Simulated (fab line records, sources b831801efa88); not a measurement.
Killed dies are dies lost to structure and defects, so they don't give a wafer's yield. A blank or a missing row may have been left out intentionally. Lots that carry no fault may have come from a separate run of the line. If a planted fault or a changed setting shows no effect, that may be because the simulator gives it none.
Struck lot and sound lot, side by side | flow sky130 | 15 out of 708 route steps
Sound: wafers L360.1, L360.4, L360.6. Wafers struck: L365.1, L365.2, L365.4. At the end, the cause is stated.
Each step with rows lists, per side, the tool, then ch with its chambers, then its first start. Under that, the readings that differ: sound wafers | struck wafers | difference of the means | sigmas: that difference in standard deviations of wafers without a fault.
alike: readings with means less than 2 such deviations apart, plus words and numbers identical on both sides. not compared: withheld readings, readings lacking a value on some wafer, bounds such as >300 that could conceal the same value, and numbers that have no deviation in the record and whose values overlap.
The two part at a step that has a row with sigmas, a row that says differs or no value, or rows on one side only. Numbers that have no deviation but don't overlap get no sigmas and don't part them. A reading missing from all wafers of one side parts the sides only when that side holds two or more wafers.

first, 6 steps without rows for these wafers: SKY_LDD_N_IMPLANT_10; SKY_LDD_N_IMPLANT_11; SKY_LDD_N_IMPLANT_12; SKY_LDD_N_IMPLANT_13; SKY_LDD_N_IMPLANT_14; SKY_LDD_N_IMPLANT_15.
SKY_LDD_N_STRIP_16: strips in O2/N2.
  sound on plasma asher-02 ch 0,1, day 18 08:22; struck on plasma asher-04 ch 0,1, day 20 10:29
  alike: drypump motor current A, oes product au, strip time to endpoint s
  not compared: rf hours counter h
SKY_LDD_N_TW_MEAS_17:
  sound: film metro-01 at day 18 08:28; struck: film metro-02 at day 20 10:35
  reading  | sound          | struck         | difference | sigmas
  LDD_N_TW | 2548 2547 2532 | 2635 2629 2630 | +89        | +3
then, 4 steps without rows for these wafers: SKY_LDD_P_DEHYDRATE_00 (time 60 s); SKY_LDD_P_HMDS_01 (prime time 60 s); SKY_LDD_P_COAT_02 (resist thk 1140 nm); SKY_LDD_P_SOFTBAKE_03 (time 60 s).
SKY_LDD_P_EXPOSE_04: exposes mask PSDM, target cd 380 nm.
  sound on iline stepper-01 ch 0, day 18 23:36; struck on iline stepper-02 ch 0, day 21 02:02
  reading                       | sound                | struck               | difference | sigmas
  model.LDD_P.overlay x nm (nm) | 0.9236 0.9236 0.9236 | 0.7454 0.7454 0.7454 | -0.1782    |
  alike: mask
after that, 1 step had no rows for these wafers: SKY_LDD_P_PEB_05.
-- record jumps: 27 days separate the struck wafers' starts on either side; left off in module LDD_P, taken up again in module PAD_OPEN, whose first shown step is the route's number 708 --
SKY_PAD_OPEN_PROBE_99:
  sound: prober-02 at day 46 06:59; struck: prober-01 at day 47 14:19
  reading             | sound    | struck  | difference | sigmas
  killed at front end | 14 28 20 | 14 9 11 | -9         | -2
  alike: killed_at_M0_to_M3, killed_at_M4_up, killed at contacts, killed at other, killed dies, killed on rim, killed open, killed short

## WHERE THEY PART
First at SKY_LDD_N_TW_MEAS_17; last, within this record, at SKY_PAD_OPEN_PROBE_99.

WHY: what the simulator had put in
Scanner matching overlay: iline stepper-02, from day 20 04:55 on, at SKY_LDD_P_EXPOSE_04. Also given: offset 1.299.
